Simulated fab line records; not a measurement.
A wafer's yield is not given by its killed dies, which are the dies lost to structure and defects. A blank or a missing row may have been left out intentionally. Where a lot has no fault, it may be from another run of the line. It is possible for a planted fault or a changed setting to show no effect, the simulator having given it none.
Which tool did it? | flow gf180mcu | 13 lots with 39 wafers sampled at 3 steps, on a route of 602 steps

== WHAT THE GAUGES READ, wafer by wafer ==
GF_V5_RS_MEAS_24: measurement is done with a four-point probe.
lot  | measured     | on            | V5_W_RS (ohm/sq)
L961 | day 27 06:56 | film metro-04 | 0.333 0.323 0.322
L962 | day 27 12:19 | film metro-03 | 0.312 0.327 0.315
L963 | day 28 00:27 | film metro-03 | 0.323 0.327 0.331
L965 | day 28 13:35 | film metro-04 | 0.325 0.333 0.325
L966 | day 28 21:05 | film metro-02 | 0.325 0.332 0.319
L967 | day 29 04:44 | film metro-04 | 0.324 0.328 0.318
L968 | day 29 15:13 | film metro-02 | 0.334 0.330 0.319
L969 | day 29 20:47 | film metro-03 | 0.325 0.330 0.323
L970 | day 30 01:01 | film metro-04 | 0.321 0.327 0.321
L973 | day 31 01:10 | film metro-03 | 0.326 0.318 0.325
L974 | day 31 05:40 | film metro-03 | 0.321 0.323 0.321
L982 | day 33 08:37 | film metro-03 | 0.326 0.330 0.332
L984 | day 33 14:18 | film metro-04 | 0.324 0.330 0.322

== TOOL THAT RAN EACH LOT (tool first, then ch and the chambers of the sampled wafers, then the start) ==
lot  | GF_V4_CVD_02                    | GF_V4_STRIP_18
L961 | pecvd-04 ch 0,1, day 23 13:12   | plasma asher-02 ch 0,1, day 24 11:23
L962 | pecvd-01 ch 0,1, day 23 20:23   | plasma asher-02 ch 0,1, day 24 18:56
L963 | pecvd-03 ch 0,1,2, day 24 08:52 | plasma asher-02 ch 0,1, day 25 06:59
L965 | pecvd-03 ch 0,2, day 24 22:36   | plasma asher-04 ch 0,1, day 25 21:05
L966 | pecvd-01 ch 0,1,2, day 25 07:05 | plasma asher-03 ch 0,1, day 26 04:43
L967 | pecvd-01 ch 0,1,2, day 25 16:41 | plasma asher-02 ch 1, day 26 13:56
L968 | pecvd-01 ch 0,2, day 26 03:55   | plasma asher-03 ch 0,1, day 27 00:37
L969 | pecvd-01 ch 1,2, day 26 09:20   | plasma asher-03 ch 0,1, day 27 06:11
L970 | pecvd-01 ch 1,2, day 26 14:53   | plasma asher-02 ch 0,1, day 27 11:02
L973 | pecvd-04 ch 1,2, day 27 15:04   | plasma asher-02 ch 0,1, day 28 11:47
L974 | pecvd-03 ch 0,1,2, day 27 21:08 | plasma asher-04 ch 0,1, day 28 17:05
L982 | pecvd-04 ch 1,2, day 30 05:54   | plasma asher-03 ch 0,1, day 31 00:54
L984 | pecvd-04 ch 0,1,2, day 30 13:01 | plasma asher-02 ch 0,1, day 31 07:53
- GF_V4_CVD_02: deposits SiO2 from TEOS, target thk 850 nm, time 94.851 s.
- GF_V4_STRIP_18: strips in O2/N2.

== AS READ BY THE TOOLS THEMSELVES (means over the sampled wafers that have a number; for cases with no such wafer, the mark the record gives instead) ==
GF_V4_CVD_02.
lot  | tool     | heater power w (W)
L961 | pecvd-04 | 655
L962 | pecvd-01 | 693
L963 | pecvd-03 | 654
L965 | pecvd-03 | 635
L966 | pecvd-01 | 689
L967 | pecvd-01 | 652
L968 | pecvd-01 | 708
L969 | pecvd-01 | 659
L970 | pecvd-01 | 605
L973 | pecvd-04 | 586
L974 | pecvd-03 | 634
L982 | pecvd-04 | 610
L984 | pecvd-04 | 618

GF_V4_STRIP_18.
lot  | tool            | drypump motor current A (A) | heater power w (W) | oes product au (a.u.) | platen temp c (C)
L961 | plasma asher-02 | 6.0                         | 320                | 0.592                 | 250.01
L962 | plasma asher-02 | 5.9                         | 311                | 0.591                 | 249.99
L963 | plasma asher-02 | 5.8                         | 311                | 0.600                 | 249.92
L965 | plasma asher-04 | 6.2                         | 320                | 0.588                 | 250.03
L966 | plasma asher-03 | 5.4                         | 306                | 0.596                 | 250.11
L967 | plasma asher-02 | 6.2                         | 327                | 0.588                 | 250.00
L968 | plasma asher-03 | 5.4                         | 308                | 0.586                 | 250.07
L969 | plasma asher-03 | 5.6                         | 315                | 0.585                 | 249.94
L970 | plasma asher-02 | 6.0                         | 322                | 0.593                 | 249.87
L973 | plasma asher-02 | 6.0                         | 324                | 0.597                 | 249.90
L974 | plasma asher-04 | 6.3                         | 324                | 0.595                 | 249.77
L982 | plasma asher-03 | 5.6                         | 312                | 0.597                 | 250.08
L984 | plasma asher-02 | 5.9                         | 315                | 0.598                 | 249.68

== THE ANSWER, worked out from the rows above alone ==
Rule: what is usual is taken from the lots themselves. Put in order of their means at a reading, lots are off if they are a third of the lots or fewer, leave a main group of 4 or more, and stand apart from it by a gap of 3 or more times the standard deviation of the main group's means; of several such gaps the widest counts. Not used: any main group whose means are identical at the precision the tables above print for the reading. A lot without any number at a reading at which 4 lots or more have one is off too. All remaining lots with rows at the step are treated as sound. First the gauges in route order, then the tools' own readings, where a lot's mean is used as printed above. The first step at which some lot is off is used, and at that step the reading that is off furthest; a lot without a number counts as furthest.
Across all readings shown, no lot is off: no conclusion can be drawn from this.

== WHAT THE SIMULATOR HAD PUT IN ==
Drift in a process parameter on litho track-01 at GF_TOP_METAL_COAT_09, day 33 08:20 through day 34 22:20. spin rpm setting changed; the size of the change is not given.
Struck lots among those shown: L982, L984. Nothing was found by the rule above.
